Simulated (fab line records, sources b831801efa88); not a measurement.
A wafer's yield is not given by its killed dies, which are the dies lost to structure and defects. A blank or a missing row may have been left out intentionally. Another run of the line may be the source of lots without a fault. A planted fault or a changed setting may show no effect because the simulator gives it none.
What tool caused it? | flow sky130 | Sampling: 6 lots, 18 wafers, 2 of 708 route steps

== WHAT THE GAUGES SHOWED, per wafer ==
SKY_LDD_LDN_TW_MEAS_13.
lot  | measured     | on            | LDD_LDN_TW
L407 | day 23 07:11 | film metro-03 | 1493 1497 1486
L411 | day 25 02:16 | film metro-01 | 1469 1471 1467
L413 | day 26 11:37 | film metro-04 | 1478 1483 1488
L417 | day 27 14:09 | film metro-03 | 1477 1479 1483
L426 | day 30 01:07 | film metro-01 | 1545 1539 1544
L429 | day 30 22:39 | film metro-03 | 1491 1489 1487

== EACH LOT AND THE TOOL THAT RAN IT (in order: tool; ch and the chambers of the sampled wafers; start) ==
lot  | SKY_LDD_LDN_IMPLANT_11
L407 | implanter-03 ch 0, day 23 06:57
L411 | implanter-02 ch 0, day 25 02:01
L413 | implanter-03 ch 0, day 26 11:23
L417 | implanter-01 ch 0, day 27 13:54
L426 | implanter-02 ch 0, day 30 00:54
L429 | implanter-01 ch 0, day 30 22:24
- SKY_LDD_LDN_IMPLANT_11

== THE ANSWER, worked out from the rows above alone ==
Rule: usual is defined by the lots themselves. The widest of any qualifying gaps counts: lots, ordered by their means at a reading, are off when they make up no more than a third of the lots, leave a main group of 4 or more, and stand apart from it by 3 or more times the standard deviation of that group's means. Not used: any main group whose means are identical at the precision the tables above print for the reading. Also off: a lot with no number at a reading for which 4 or more lots have one. The other lots that the step has rows for count as sound.
Off: at SKY_LDD_LDN_TW_MEAS_13 (LDD_LDN_TW), L426. Mean 1483 and standard deviation 8 in the main group.
If a tool, at a process step before that reading, ran all the lots that are off and no sound lot after the first of them, it fits. Gauges at SKY_LDD_LDN_TW_MEAS_13: tried the same way as those tools. Can't be told from this: 2 tools fit, implanter-02 at SKY_LDD_LDN_IMPLANT_11, film metro-01 at SKY_LDD_LDN_TW_MEAS_13.

== WHAT THE SIMULATOR HAD PUT IN ==
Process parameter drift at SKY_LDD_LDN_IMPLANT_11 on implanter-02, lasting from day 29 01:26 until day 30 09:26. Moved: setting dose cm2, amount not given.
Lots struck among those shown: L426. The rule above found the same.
